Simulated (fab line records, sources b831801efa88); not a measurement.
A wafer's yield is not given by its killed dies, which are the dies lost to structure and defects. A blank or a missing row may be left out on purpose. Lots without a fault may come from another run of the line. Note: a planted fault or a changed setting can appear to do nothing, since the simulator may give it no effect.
fab line records    flow gf180mcu
record lots=24  wafers=72  lastDay=34
route steps=602 shown M1@318 M2@368 V3@452 V4@492 MIM@512 V5@545
lots untouched by any fault: they come from a run of this same line in which no faults occurred
startH: start of the lot's first displayed wafer, in hours after the record's first day    waitH: hours from the lot's prior step to this one    " repeats the value in the row above    L1.1+2: a single row standing in for several wafers    - either no value or no given start    * or withheld: withheld    < > ~ a bound
route shown NAME@n: NAME is a module with steps in the file, n the number in the route of the first one    usual: mean/standard deviation of fault-free wafers    same: alike in all rows    chamber/n: place in a boat    sites: each site's reading    _std_site: how widely they spread, as a standard deviation    _edge_site: the outer-site mean with the inner-site mean subtracted    radiusMm: for every site, how far away it sits from the centre of the wafer    mask NAME#n: copy n    behind: the last tool/chamber to shape the wafer    hold: the reason the lot was held/the length of the hold in hours/how it ended    device: whichever transistor did not switch (one of n, p or np)    end of line: tests run on the same wafers once the route is complete    a step without rows: its recipe alone    killed: dies that structure and defects cost at the first sort, which is not the same as the wafer's yield    map: a wafer's dies, marking killed ones x, the rest . and places with no die _
set.NAME: the setting as run; set.NAME@STEP: as run at that earlier step    model.NAME: the simulator's own value behind a step, which no gauge read
route steps across a sampled set of lots; one table per step, one row per wafer
services: from which hour (startH, from the record's first day; less than 0 if before it) a tool's chamber was out of use, for how many hours, and why
## steps
# step GF_M1_SPUTTER_03
# recipe material=Ti  targetThkNm=10  substrateTempC=300  chamberPressurePa=0.3  powerW=3000  timeS=6.7
# usual throttleValvePct=30.4/0.83
lot.wafer  tool           chamber  startH  waitH  throttleValvePct
L074.2     pvdSputter-02  -        361.76  0.0    30.5
L074.3     "              -        "       "      31.0
L074.4     "              -        "       "      30.7
L075.2     pvdSputter-02  -        374.90  0.0    30.5
L075.3     "              -        "       "      31.1
L075.6     "              -        "       "      31.3
L076.2     pvdSputter-02  -        387.28  0.0    30.5
L076.4     "              -        "       "      30.8
L076.5     "              -        "       "      31.5
L077.1     pvdSputter-02  -        389.38  0.0    31.1
L077.2     "              -        "       "      30.4
L077.6     "              -        "       "      31.1
L078.4     pvdSputter-01  -        405.01  0.0    31.5
L078.5     "              -        "       "      29.5
L078.6     "              -        "       "      31.6
L079.2     pvdSputter-03  -        416.02  0.0    29.9
L079.5     "              -        "       "      28.5
L079.6     "              -        "       "      30.0
L080.3     pvdSputter-03  -        426.20  0.0    28.5
L080.4     "              -        "       "      29.2
L080.6     "              -        "       "      30.0
L081.3     pvdSputter-02  -        430.75  0.0    30.8
L081.5     "              -        "       "      30.8
L081.6     "              -        "       "      30.8
L082.1     pvdSputter-01  -        435.75  0.0    29.9
L082.3     "              -        "       "      31.4
L082.4     "              -        "       "      32.0
L083.3     pvdSputter-02  -        447.65  0.0    31.1
L083.4     "              -        "       "      30.9
L083.5     "              -        "       "      31.0
L084.3     pvdSputter-01  -        454.95  0.0    31.7
L084.4     "              -        "       "      31.3
L084.6     "              -        "       "      31.2
L085.1     pvdSputter-01  -        459.29  0.0    31.3
L085.5     "              -        "       "      31.5
L085.6     "              -        "       "      30.1
L086.1     pvdSputter-01  -        477.26  0.0    30.1
L086.4     "              -        "       "      31.6
L086.6     "              -        "       "      31.6
L087.1     pvdSputter-01  -        482.07  0.0    31.7
L087.3     "              -        "       "      31.4
L087.6     "              -        "       "      29.9
L088.2     pvdSputter-02  -        489.26  0.0    31.1
L088.4     "              -        "       "      30.2
L088.6     "              -        "       "      30.8
L089.3     pvdSputter-01  -        496.21  0.0    29.5
L089.4     "              -        "       "      31.4
L089.5     "              -        "       "      30.2
L090.1     pvdSputter-03  -        505.56  0.0    29.8
L090.3     "              -        "       "      30.4
L090.4     "              -        "       "      29.1
L091.2     pvdSputter-02  -        511.57  0.0    31.2
L091.3     "              -        "       "      30.9
L091.6     "              -        "       "      30.9
L092.2     pvdSputter-02  -        520.51  0.0    30.6
L092.3     "              -        "       "      30.7
L092.4     "              -        "       "      30.7
L093.2     pvdSputter-02  -        528.60  0.0    31.2
L093.3     "              -        "       "      30.9
L093.5     "              -        "       "      30.8
L094.4     pvdSputter-01  -        540.01  0.0    29.2
L094.5     "              -        "       "      31.2
L094.6     "              -        "       "      30.1
L095.1     pvdSputter-03  -        542.79  0.0    30.0
L095.3     "              -        "       "      30.4
L095.4     "              -        "       "      28.3
L096.1     pvdSputter-03  -        546.45  0.0    30.3
L096.3     "              -        "       "      30.0
L096.6     "              -        "       "      30.1
L097.3     pvdSputter-02  -        560.36  0.0    30.6
L097.4     "              -        "       "      30.8
L097.5     "              -        "       "      31.2
# step GF_M2_THK_MEAS_06
# recipe thkMeasGauge=xrf  reads=AlCu_of_M2_SPUTTER_02
# usual M2_ALCU_THK=459/7.1
lot.wafer  tool          chamber  startH  waitH  M2_ALCU_THK[nm]
L074.2     filmMetro-04  -        411.28  0.1    464
L074.3     "             -        "       "      466
L074.4     "             -        "       "      466
L075.2     filmMetro-02  -        421.84  0.1    459
L075.3     "             -        "       "      462
L075.6     "             -        "       "      460
L076.2     filmMetro-02  -        436.57  0.1    464
L076.4     "             -        "       "      462
L076.5     "             -        "       "      451
L077.1     filmMetro-01  -        439.57  0.1    451
L077.2     "             -        "       "      464
L077.6     "             -        "       "      445
L078.4     filmMetro-01  -        455.53  0.1    464
L078.5     "             -        "       "      456
L078.6     "             -        "       "      471
L079.2     filmMetro-02  -        467.17  0.1    462
L079.5     "             -        "       "      464
L079.6     "             -        "       "      467
L080.3     filmMetro-01  -        477.54  0.1    458
L080.4     "             -        "       "      464
L080.6     "             -        "       "      461
L081.3     filmMetro-01  -        482.93  0.1    463
L081.5     "             -        "       "      466
L081.6     "             -        "       "      459
L082.1     filmMetro-01  -        488.17  0.1    451
L082.3     "             -        "       "      456
L082.4     "             -        "       "      449
L083.3     filmMetro-02  -        499.84  0.1    460
L083.4     "             -        "       "      466
L083.5     "             -        "       "      466
L084.3     filmMetro-02  -        506.07  0.1    450
L084.4     "             -        "       "      456
L084.6     "             -        "       "      448
L085.1     filmMetro-02  -        511.17  0.1    468
L085.5     "             -        "       "      462
L085.6     "             -        "       "      469
L086.1     filmMetro-04  -        527.91  0.1    453
L086.4     "             -        "       "      452
L086.6     "             -        "       "      451
L087.1     filmMetro-02  -        532.67  0.1    460
L087.3     "             -        "       "      464
L087.6     "             -        "       "      467
L088.2     filmMetro-01  -        539.47  0.1    459
L088.4     "             -        "       "      474
L088.6     "             -        "       "      459
L089.3     filmMetro-04  -        546.30  0.1    456
L089.4     "             -        "       "      458
L089.5     "             -        "       "      453
L090.1     filmMetro-02  -        554.90  0.1    458
L090.3     "             -        "       "      460
L090.4     "             -        "       "      465
L091.2     filmMetro-04  -        560.72  0.1    463
L091.3     "             -        "       "      453
L091.6     "             -        "       "      445
L092.2     filmMetro-02  -        569.36  0.1    459
L092.3     "             -        "       "      469
L092.4     "             -        "       "      450
L093.2     filmMetro-01  -        576.89  0.1    451
L093.3     "             -        "       "      454
L093.5     "             -        "       "      446
L094.4     filmMetro-04  -        587.48  0.1    460
L094.5     "             -        "       "      443
L094.6     "             -        "       "      457
L095.1     filmMetro-04  -        590.88  0.1    468
L095.3     "             -        "       "      464
L095.4     "             -        "       "      462
L096.1     filmMetro-04  -        594.55  0.1    447
L096.3     "             -        "       "      461
L096.6     "             -        "       "      445
L097.3     filmMetro-04  -        606.35  0.1    467
L097.4     "             -        "       "      466
L097.5     "             -        "       "      466
# step GF_V3_CVD_23
# recipe material=W  targetThkNm=350  timeS=104.9  tempC=400  pressureTorr=40
# usual heaterPowerW=960/120
lot.wafer  tool     chamber  startH  waitH  heaterPowerW
L074.2     cvdW-01  0        512.65  0.0    997
L074.3     "        0        "       "      1016
L074.4     "        1        "       "      1043
L075.2     cvdW-02  1        523.02  0.0    740
L075.3     "        1        "       "      742
L075.6     "        1        "       "      746
L076.2     cvdW-02  0        537.69  0.0    1015
L076.4     "        1        "       "      747
L076.5     "        0        "       "      985
L077.1     cvdW-02  0        541.04  0.0    991
L077.2     "        1        "       "      723
L077.6     "        1        "       "      756
L078.4     cvdW-02  0        556.00  0.1    997
L078.5     "        0        "       "      985
L078.6     "        1        "       "      723
L079.2     cvdW-01  0        565.91  0.0    1013
L079.5     "        0        "       "      1052
L079.6     "        1        "       "      1061
L080.3     cvdW-01  0        574.43  0.1    1044
L080.4     "        1        "       "      1039
L080.6     "        1        "       "      1047
L081.3     cvdW-01  0        579.65  0.1    1042
L081.5     "        0        "       "      1032
L081.6     "        1        "       "      1043
L082.1     cvdW-01  0        583.03  0.0    1046
L082.3     "        0        "       "      1028
L082.4     "        1        "       "      1047
L083.3     cvdW-02  0        596.26  0.1    1014
L083.4     "        1        "       "      723
L083.5     "        0        "       "      995
L084.3     cvdW-01  0        601.51  0.1    1012
L084.4     "        1        "       "      1035
L084.6     "        1        "       "      1044
L085.1     cvdW-02  1        605.06  0.0    729
L085.5     "        1        "       "      755
L085.6     "        0        "       "      984
L086.1     cvdW-01  1        621.58  0.0    1031
L086.4     "        1        "       "      1049
L086.6     "        1        "       "      1040
L087.1     cvdW-01  0        625.68  0.0    1030
L087.3     "        0        "       "      1034
L087.6     "        1        "       "      1076
L088.2     cvdW-02  0        629.93  0.0    979
L088.4     "        1        "       "      746
L088.6     "        0        "       "      1034
L089.3     cvdW-01  1        637.11  0.1    1034
L089.4     "        0        "       "      1026
L089.5     "        1        "       "      1033
L090.1     cvdW-02  1        646.23  0.0    755
L090.3     "        1        "       "      751
L090.4     "        0        "       "      993
L091.2     cvdW-01  1        650.56  0.0    1057
L091.3     "        0        "       "      1020
L091.6     "        0        "       "      1026
L092.2     cvdW-01  1        657.67  0.0    1053
L092.3     "        0        "       "      1033
L092.4     "        1        "       "      1076
L093.2     cvdW-01  1        664.75  0.0    1081
L093.3     "        0        "       "      1054
L093.5     "        0        "       "      1027
L094.4     cvdW-01  1        674.29  0.1    1055
L094.5     "        0        "       "      1015
L094.6     "        1        "       "      1029
L095.1     cvdW-02  0        677.25  0.0    989
L095.3     "        1        "       "      736
L095.4     "        0        "       "      1010
L096.1     cvdW-02  1        680.30  0.0    742
L096.3     "        0        "       "      1014
L096.6     "        0        "       "      1031
L097.3     cvdW-02  1        690.46  0.1    736
L097.4     "        0        "       "      998
L097.5     "        0        "       "      988
# step GF_V4_ETCH_16
# recipe chemistry=N2/H2  targetDepthA=withheld  overetchA=withheld  timeS=withheld  target=BARC  ionEnergyEv=200  sourceW=500  biasW=100  pressureMtorr=30  n2FlowSccm=100  h2FlowSccm=200
# usual drypumpMotorCurrentA=5.7/0.57  oesProductAu=0.854/0.0052  throttleValvePct=13.224/0.0094
lot.wafer  tool        chamber  startH  waitH  drypumpMotorCurrentA  oesProductAu  throttleValvePct
L074.2     rieDiel-02  0        560.40  0.0    5.5                   0.864         13.231
L074.3     "           3        "       "      5.7                   0.851         13.223
L074.4     "           3        "       "      5.7                   0.852         13.235
L075.2     rieDiel-02  1        569.93  0.0    5.3                   0.855         13.219
L075.3     "           2        "       "      5.2                   0.847         13.231
L075.6     "           1        "       "      5.3                   0.856         13.215
L076.2     rieDiel-04  1        584.15  0.0    5.4                   0.858         13.231
L076.4     "           3        "       "      5.2                   0.848         13.231
L076.5     "           0        "       "      6.1                   0.852         13.229
L077.1     rieDiel-01  1        587.40  0.0    5.1                   0.853         13.230
L077.2     "           2        "       "      6.6                   0.854         13.234
L077.6     "           2        "       "      6.6                   0.857         13.223
L078.4     rieDiel-01  1        602.13  0.0    5.0                   0.848         13.217
L078.5     "           3        "       "      6.3                   0.856         13.224
L078.6     "           0        "       "      6.2                   0.854         13.241
L079.2     rieDiel-01  2        611.15  0.0    6.6                   0.852         13.226
L079.5     "           2        "       "      6.6                   0.846         13.219
L079.6     "           1        "       "      5.1                   0.854         13.225
L080.3     rieDiel-01  2        619.09  0.0    6.6                   0.854         13.224
L080.4     "           3        "       "      6.3                   0.847         13.205
L080.6     "           1        "       "      5.1                   0.859         13.224
L081.3     rieDiel-01  1        624.63  0.0    5.1                   0.857         13.210
L081.5     "           1        "       "      5.1                   0.842         13.234
L081.6     "           0        "       "      6.2                   0.852         13.232
L082.1     rieDiel-01  1        627.00  0.0    5.0                   0.864         13.211
L082.3     "           3        "       "      6.3                   0.859         13.218
L082.4     "           0        "       "      6.2                   0.857         13.224
L083.3     rieDiel-01  1        639.03  0.0    5.1                   0.850         13.210
L083.4     "           0        "       "      6.2                   0.860         13.221
L083.5     "           2        "       "      6.6                   0.863         13.213
L084.3     rieDiel-01  3        645.04  0.0    6.3                   0.859         13.221
L084.4     "           1        "       "      5.1                   0.846         13.231
L084.6     "           3        "       "      6.3                   0.859         13.234
L085.1     rieDiel-01  0        647.48  0.0    6.3                   0.847         13.237
L085.5     "           3        "       "      6.3                   0.856         13.215
L085.6     "           2        "       "      6.5                   0.849         13.217
L086.1     rieDiel-02  2        663.83  0.0    5.2                   0.849         13.214
L086.4     "           0        "       "      5.4                   0.854         13.221
L086.6     "           0        "       "      5.4                   0.850         13.210
L087.1     rieDiel-01  0        667.15  0.0    6.2                   0.861         13.211
L087.3     "           1        "       "      5.1                   0.855         13.227
L087.6     "           0        "       "      6.2                   0.855         13.241
L088.2     rieDiel-04  3        672.09  0.0    5.2                   0.851         13.239
L088.4     "           2        "       "      5.0                   0.863         13.223
L088.6     "           0        "       "      6.1                   0.846         13.214
L089.3     rieDiel-02  2        678.43  0.0    5.2                   0.851         13.223
L089.4     "           0        "       "      5.4                   0.856         13.204
L089.5     "           2        "       "      5.2                   0.854         13.223
L090.1     rieDiel-02  2        687.45  0.0    5.2                   0.844         13.229
L090.3     "           3        "       "      5.8                   0.852         13.219
L090.4     "           0        "       "      5.5                   0.857         13.240
L091.2     rieDiel-01  1        689.99  0.0    5.1                   0.850         13.229
L091.3     "           2        "       "      6.7                   0.851         13.223
L091.6     "           1        "       "      5.1                   0.856         13.227
L093.2     rieDiel-04  3        703.64  0.0    5.3                   0.859         13.224
L093.3     "           1        "       "      5.4                   0.850         13.220
L093.5     "           3        "       "      5.2                   0.860         13.221
L092.2     rieDiel-04  3        711.25  0.0    5.2                   0.860         13.214
L092.3     "           1        "       "      5.4                   0.843         13.238
L092.4     "           0        "       "      6.1                   0.860         13.230
L094.4     rieDiel-02  0        714.08  0.0    5.4                   0.857         13.222
L094.5     "           2        "       "      5.2                   0.863         13.205
L094.6     "           3        "       "      5.8                   0.850         13.223
L095.1     rieDiel-04  3        716.74  0.0    5.2                   0.857         13.236
L095.3     "           0        "       "      6.1                   0.863         13.220
L095.4     "           0        "       "      6.1                   0.846         13.201
L096.1     rieDiel-04  1        719.73  0.0    5.4                   0.849         13.234
L096.3     "           3        "       "      5.2                   0.849         13.229
L096.6     "           3        "       "      5.2                   0.860         13.221
L097.3     rieDiel-01  1        729.77  0.0    5.1                   0.852         13.233
L097.4     "           3        "       "      6.3                   0.855         13.232
L097.5     "           2        "       "      6.6                   0.853         13.207
# step GF_MIM_SPUTTER_09
# recipe material=TiN  targetThkNm=35  powerW=6500  timeS=29.2  chamberPressurePa=0.4
# usual throttleValvePct=30.4/0.81
lot.wafer  tool           chamber  startH  waitH  throttleValvePct
L074.2     pvdSputter-02  -        562.15  0.0    30.7
L074.3     "              -        "       "      30.7
L074.4     "              -        "       "      31.2
L075.2     pvdSputter-01  -        572.03  0.0    29.9
L075.3     "              -        "       "      31.6
L075.6     "              -        "       "      29.2
L076.2     pvdSputter-02  -        586.23  0.0    30.6
L076.4     "              -        "       "      31.0
L076.5     "              -        "       "      30.7
L077.1     pvdSputter-03  -        589.14  0.0    29.9
L077.2     "              -        "       "      30.4
L077.6     "              -        "       "      30.0
L078.4     pvdSputter-02  -        603.88  0.0    30.9
L078.5     "              -        "       "      30.8
L078.6     "              -        "       "      31.1
L079.2     pvdSputter-03  -        612.90  0.0    29.6
L079.5     "              -        "       "      30.6
L079.6     "              -        "       "      29.3
L080.3     pvdSputter-03  -        620.87  0.0    30.2
L080.4     "              -        "       "      28.7
L080.6     "              -        "       "      28.3
L081.3     pvdSputter-03  -        626.38  0.0    28.5
L081.5     "              -        "       "      28.3
L081.6     "              -        "       "      30.5
L082.1     pvdSputter-01  -        628.75  0.0    31.5
L082.3     "              -        "       "      30.0
L082.4     "              -        "       "      29.4
L083.3     pvdSputter-02  -        640.77  0.0    30.8
L083.4     "              -        "       "      30.5
L083.5     "              -        "       "      30.6
L084.3     pvdSputter-02  -        646.78  0.0    30.8
L084.4     "              -        "       "      31.2
L084.6     "              -        "       "      30.5
L085.1     pvdSputter-02  -        649.22  0.0    30.4
L085.5     "              -        "       "      30.8
L085.6     "              -        "       "      30.3
L086.1     pvdSputter-02  -        665.57  0.0    30.6
L086.4     "              -        "       "      31.2
L086.6     "              -        "       "      30.8
L087.1     pvdSputter-02  -        668.89  0.0    30.8
L087.3     "              -        "       "      30.7
L087.6     "              -        "       "      30.4
L088.2     pvdSputter-03  -        673.87  0.0    29.0
L088.4     "              -        "       "      28.4
L088.6     "              -        "       "      28.6
L089.3     pvdSputter-01  -        680.44  0.0    31.3
L089.4     "              -        "       "      31.2
L089.5     "              -        "       "      29.4
L090.1     pvdSputter-03  -        689.19  0.0    29.9
L090.3     "              -        "       "      29.2
L090.4     "              -        "       "      28.4
L091.2     pvdSputter-01  -        691.73  0.0    31.0
L091.3     "              -        "       "      29.4
L091.6     "              -        "       "      29.7
L093.2     pvdSputter-02  -        705.38  0.0    30.7
L093.3     "              -        "       "      30.4
L093.5     "              -        "       "      30.7
L092.2     pvdSputter-01  -        712.99  0.0    31.2
L092.3     "              -        "       "      29.7
L092.4     "              -        "       "      31.7
L094.4     pvdSputter-02  -        716.16  0.0    30.3
L094.5     "              -        "       "      30.7
L094.6     "              -        "       "      31.2
L095.1     pvdSputter-02  -        718.82  0.0    30.8
L095.3     "              -        "       "      30.5
L095.4     "              -        "       "      30.8
L096.1     pvdSputter-02  -        721.47  0.0    31.0
L096.3     "              -        "       "      31.0
L096.6     "              -        "       "      30.8
L097.3     pvdSputter-01  -        731.51  0.0    30.3
L097.4     "              -        "       "      30.9
L097.5     "              -        "       "      31.7
# step GF_V5_BOW_MEAS_05
# recipe mode=bow
# usual V5_BOW=132/8
lot.wafer  tool          chamber  startH  waitH  V5_BOW[um]
L074.2     filmMetro-02  -        606.51  0.2    139
L074.3     "             -        "       "      134
L074.4     "             -        "       "      133
L075.2     filmMetro-03  -        615.65  0.2    130
L075.3     "             -        "       "      130
L075.6     "             -        "       "      139
L076.2     filmMetro-03  -        630.10  0.2    120
L076.4     "             -        "       "      139
L076.5     "             -        "       "      128
L077.1     filmMetro-04  -        632.82  0.2    123
L077.2     "             -        "       "      125
L077.6     "             -        "       "      144
L078.4     filmMetro-03  -        647.10  0.2    124
L078.5     "             -        "       "      134
L078.6     "             -        "       "      143
L079.2     filmMetro-02  -        655.35  0.2    125
L079.5     "             -        "       "      140
L079.6     "             -        "       "      148
L080.3     filmMetro-02  -        663.61  0.2    126
L080.4     "             -        "       "      131
L080.6     "             -        "       "      128
L081.3     filmMetro-02  -        667.33  0.3    124
L081.5     "             -        "       "      121
L081.6     "             -        "       "      127
L082.1     filmMetro-02  -        669.82  0.1    142
L082.3     "             -        "       "      146
L082.4     "             -        "       "      133
L083.3     filmMetro-04  -        682.63  0.3    142
L083.4     "             -        "       "      143
L083.5     "             -        "       "      145
L084.3     filmMetro-02  -        687.38  0.1    144
L084.4     "             -        "       "      134
L084.6     "             -        "       "      131
L085.1     filmMetro-03  -        689.45  0.2    140
L085.5     "             -        "       "      144
L085.6     "             -        "       "      137
L086.1     filmMetro-04  -        704.36  0.1    138
L086.4     "             -        "       "      140
L086.6     "             -        "       "      140
L087.1     filmMetro-03  -        707.60  0.2    125
L087.3     "             -        "       "      118
L087.6     "             -        "       "      131
L088.2     filmMetro-02  -        713.31  0.3    129
L088.4     "             -        "       "      138
L088.6     "             -        "       "      128
L089.3     filmMetro-03  -        719.48  0.2    132
L089.4     "             -        "       "      138
L089.5     "             -        "       "      136
L090.1     filmMetro-02  -        727.24  0.2    124
L090.3     "             -        "       "      117
L090.4     "             -        "       "      124
L091.2     filmMetro-02  -        731.18  0.2    138
L091.3     "             -        "       "      134
L091.6     "             -        "       "      139
L093.2     filmMetro-04  -        743.35  0.1    127
L093.3     "             -        "       "      126
L093.5     "             -        "       "      122
L092.2     filmMetro-02  -        749.32  0.2    133
L092.3     "             -        "       "      135
L092.4     "             -        "       "      136
L094.4     filmMetro-02  -        752.76  0.2    126
L094.5     "             -        "       "      148
L094.6     "             -        "       "      135
L095.1     filmMetro-02  -        755.28  0.2    129
L095.3     "             -        "       "      131
L095.4     "             -        "       "      130
L096.1     filmMetro-04  -        756.47  0.1    132
L096.3     "             -        "       "      140
L096.6     "             -        "       "      139
L097.3     filmMetro-04  -        767.48  0.1    134
L097.4     "             -        "       "      146
L097.5     "             -        "       "      132
## services
tool           chamber  startH  hours  kind
cvdW-01        -        346.99  3.0    repair
pvdSputter-02  -        366.58  7.7    repair
cvdW-02        -        374.93  2.8    pm
pvdSputter-02  -        381.82  1.4    repair
cvdW-02        -        390.00  14.0   pm
pvdSputter-02  -        408.34  1.0    repair
cvdW-01        0        409.26  10.6   repair
rieDiel-01     -        410.62  0.6    repair
cvdW-01        -        424.05  2.8    pm
rieDiel-01     0        456.40  12.6   repair
pvdSputter-02  -        460.69  2.8    repair
cvdW-01        0        465.73  4.6    repair
pvdSputter-02  -        481.09  1.0    repair
rieDiel-01     -        491.54  0.3    repair
rieDiel-01     0        542.48  4.6    repair
cvdW-01        -        553.98  6.0    pm
cvdW-01        -        570.11  0.5    repair
pvdSputter-01  -        584.54  2.1    repair
rieDiel-01     0        597.05  5.0    repair
rieDiel-01     0        630.83  4.8    repair
rieDiel-01     2        661.29  4.9    repair
pvdSputter-01  -        704.49  3.5    repair
pvdSputter-01  -        720.69  3.6    repair
cvdW-01        1        721.47  2.7    repair
## key
fault none
